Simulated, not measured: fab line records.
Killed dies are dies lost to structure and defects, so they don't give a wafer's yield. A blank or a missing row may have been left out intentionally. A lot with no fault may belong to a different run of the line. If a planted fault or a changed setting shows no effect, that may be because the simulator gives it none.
2 desks looking at one fault / flow sky130 / every desk sees just its own numbers, and what lay behind them comes last

## METROLOGY DESK
What the gauges read, lot by lot, whatever tool the lot ran on: means of the sampled wafers that have a number. The brackets show how far a lot's mean lies from the usual mean; more than 4 standard deviations puts the lot out of limits, marked OUT.
Columns: A = POLY_GATE_CVD_03_THK at SKY_POLY_GATE_THK_MEAS_04, usual 74.7 nm; B = cd-nm at SKY_POLY_GATE_CD_MEAS_13, usual 150.2 nm; C = POLY_GATE_OVL at SKY_POLY_GATE_OVL_MEAS_14, usual -1 nm; D = POLY_GATE_OXIDATION_THK at SKY_POLY_GATE_THK_MEAS_21, usual 3.95 nm; E = cd-nm at SKY_POLY_GATE_CD_MEAS_22, usual 150.3 nm; F = LDD_N_OVL at SKY_LDD_N_OVL_MEAS_07, usual -0.4 nm; G = LDD_N_TW at SKY_LDD_N_TW_MEAS_17, usual 2587
lot=L136; first seen here=day 16 02:31; A=74.5; B=151.7; C=-1; D=4.00; E=152.2; F=-0.5; G=2556
lot=L137; first seen here=day 16 12:34; A=75.4; B=149.7; C=-3; D=3.94; E=149.2; F=1.8; G=2611
lot=L143; first seen here=day 18 05:13; A=74.4; B=151.6; C=-1; D=3.87; E=151.3; F=-1.2; G=2590
lot=L151; first seen here=day 21 09:06; A=74.2; B=147.3; C=-1; D=4.00; E=149.9; F=-0.1; G=2603
lot=L153; first seen here=day 22 03:03; A=75.7; B=148.3; C=2; D=3.97; E=147.7; F=-2.4; G=2566
lot=L154; first seen here=day 22 13:05; A=74.3; B=150.4; C=-5; D=3.95; E=147.4; F=-0.5; G=2595
This desk's verdict: no lot among the 6 shows anything out of limits.

## DESK OF THE TOOL OWNER: rie-diel-01
The tool's own readings at SKY_POLY_GATE_ETCH_15 (etches BARC in N2/H2, stops on SiO2, time 118.5 s, target depth 110 nm): means of the sampled wafers that have a number, for each lot that ran on this tool. The brackets show how far a lot's mean lies from the usual mean; more than 4 standard deviations puts the lot out of limits, marked OUT.
Columns: A = drypump-motor-current-A at SKY_POLY_GATE_ETCH_15, usual 5.9 A; B = n2-flow-sccm at SKY_POLY_GATE_ETCH_15, usual 100.02 sccm; C = oes-product-au at SKY_POLY_GATE_ETCH_15, usual 0.717 a.u.; D = rf-fwd-power-W at SKY_POLY_GATE_ETCH_15, usual 497.3 W; E = throttle-valve-pct at SKY_POLY_GATE_ETCH_15, usual 13.212 %
lot=L137; first seen here=day 17 16:38; A=6.1; B=100.02; C=0.718; D=497.4; E=13.209
lot=L153; first seen here=day 23 10:05; A=6.1; B=100.00; C=0.718; D=498.3; E=13.216
lot=L154; first seen here=day 23 19:38; A=6.2; B=100.07; C=0.719; D=497.4; E=13.209
This desk's verdict: no lot among the 3 shows anything out of limits.

## BROUGHT TOGETHER
From the metrology desk's view, nothing was out of limits.
The desk of the tool owner found nothing out of limits.

## WHAT THE SIMULATOR HAD PUT IN
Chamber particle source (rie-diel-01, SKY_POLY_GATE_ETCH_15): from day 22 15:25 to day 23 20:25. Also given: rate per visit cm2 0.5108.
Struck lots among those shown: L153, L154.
